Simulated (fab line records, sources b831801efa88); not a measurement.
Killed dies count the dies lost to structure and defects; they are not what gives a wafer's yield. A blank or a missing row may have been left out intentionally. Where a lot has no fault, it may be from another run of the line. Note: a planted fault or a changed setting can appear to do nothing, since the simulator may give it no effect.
The tool behind it: which one? ; flow sky130 ; 12 lots, 36 wafers sampled, at 3 steps of a route of 708

## WHAT EACH GAUGE READ, for each wafer
SKY_VIA1_CD_MEAS_12: the cd target is 150 nm. Usual: 149.8 nm for cd_nm, sd 1.8.
lot;measured;on;cd_nm (nm);flag
L875;day 33 20:55;cd_sem-01;148.0 148.1 146.7;
L877;day 34 22:00;cd_sem-02;152.1 151.1 151.2;
L882;day 36 11:29;cd_sem-02;151.4 151.9 153.6;
L880;day 36 12:58;cd_sem-01;152.0 151.4 151.5;
L883;day 36 14:55;cd_sem-02;147.4 146.2 146.1;
L884;day 36 20:31;cd_sem-01;149.7 149.4 149.2;
L890;day 38 11:58;cd_sem-01;150.1 149.1 148.3;
L893;day 39 14:25;cd_sem-02;152.0 152.5 152.9;
L894;day 39 19:26;cd_sem-01;150.2 151.4 149.4;
L895;day 39 22:28;cd_sem-02;148.9 150.1 148.8;
L896;day 40 02:57;cd_sem-01;151.4 150.8 149.9;
L897;day 40 11:56;cd_sem-01;149.8 150.4 151.8;

SKY_VIA1_THK_MEAS_23: measures by xrf. Usual: VIA1_W_THK 273 nm, standard deviation 4.2.
lot;measured;on;VIA1_W_THK (nm);flag
L875;day 33 22:05;film_metro-04;277 275 276;
L877;day 34 23:07;film_metro-01;270 278 272;
L882;day 36 12:36;film_metro-04;273 271 275;
L880;day 36 14:07;film_metro-03;269 275 276;
L883;day 36 16:02;film_metro-01;272 275 275;
L884;day 36 21:41;film_metro-01;272 275 271;
L890;day 38 13:29;film_metro-01;271 272 271;
L893;day 39 15:35;film_metro-01;264 269 269;
L894;day 39 20:37;film_metro-04;270 271 268;
L895;day 39 23:34;film_metro-03;264 272 268;
L896;day 40 04:06;film_metro-03;271 270 269;
L897;day 40 13:08;film_metro-04;267 266 267;

## TOOL THAT RAN EACH LOT (tool first, then ch and the chambers of the sampled wafers, then the start)
lot;SKY_LI_CONTACT_SPUTTER_20
L875;pvd_sputter-01, day 29 02:35
L877;pvd_sputter-01, day 30 05:00
L882;pvd_sputter-01, day 31 19:00
L880;pvd_sputter-01, day 31 19:44
L883;pvd_sputter-03, day 31 23:04
L884;pvd_sputter-03, day 32 04:35
L890;pvd_sputter-04, day 33 22:22
L893;pvd_sputter-03, day 35 01:00
L894;pvd_sputter-01, day 35 09:11
L895;pvd_sputter-04, day 35 12:08
L896;pvd_sputter-03, day 35 16:48
L897;pvd_sputter-04, day 36 00:33
- SKY_LI_CONTACT_SPUTTER_20: material TiN, target thk 20 nm, time 80 s.

## WHAT THE TOOLS THEMSELVES READ (means of the sampled wafers that have a number; where no wafer has one, the mark that the record gives instead)
SKY_LI_CONTACT_SPUTTER_20. Usual: cathode_dc_power_W 4000.0 W, standard deviation 0.65; chamber_pressure_pa 4.999 Pa, standard deviation 0.01; throttle_valve_pct 30.3 %, standard deviation 0.64.
lot;tool;cathode_dc_power_W (W);chamber_pressure_pa (Pa);throttle_valve_pct (%);flag
L875;pvd_sputter-01;3999.8;4.998;29.9;
L877;pvd_sputter-01;3999.5;4.988;30.2;
L882;pvd_sputter-01;3999.5;4.999;30.0;
L880;pvd_sputter-01;4000.4;4.999;29.8;
L883;pvd_sputter-03;4000.6;4.989;30.5;
L884;pvd_sputter-03;4000.7;5.003;30.4;
L890;pvd_sputter-04;3999.8;4.999;30.0;
L893;pvd_sputter-03;3999.8;4.999;30.7;
L894;pvd_sputter-01;4000.3;4.989;30.0;
L895;pvd_sputter-04;4000.7;5.006;29.8;
L896;pvd_sputter-03;4000.2;5.006;30.6;
L897;pvd_sputter-04;3999.9;4.995;30.1;

## THE ANSWER, worked out from the rows above alone
Rule: a lot is off if the mean of its wafers that have a number lies more than 3 standard deviations from the usual mean. A lot without any number at a reading at which 4 lots or more have one is off too. The other lots that the step has rows for count as sound. After the gauges, taken in route order, come the tools' own readings; for these a lot's mean is taken, as printed above. The first step at which some lot is off is used, and at that step the reading that is off furthest; a lot without a number counts as furthest.
No lot is off on any of the readings shown, so nothing can be concluded from this.

## WHAT THE SIMULATOR HAD PUT IN
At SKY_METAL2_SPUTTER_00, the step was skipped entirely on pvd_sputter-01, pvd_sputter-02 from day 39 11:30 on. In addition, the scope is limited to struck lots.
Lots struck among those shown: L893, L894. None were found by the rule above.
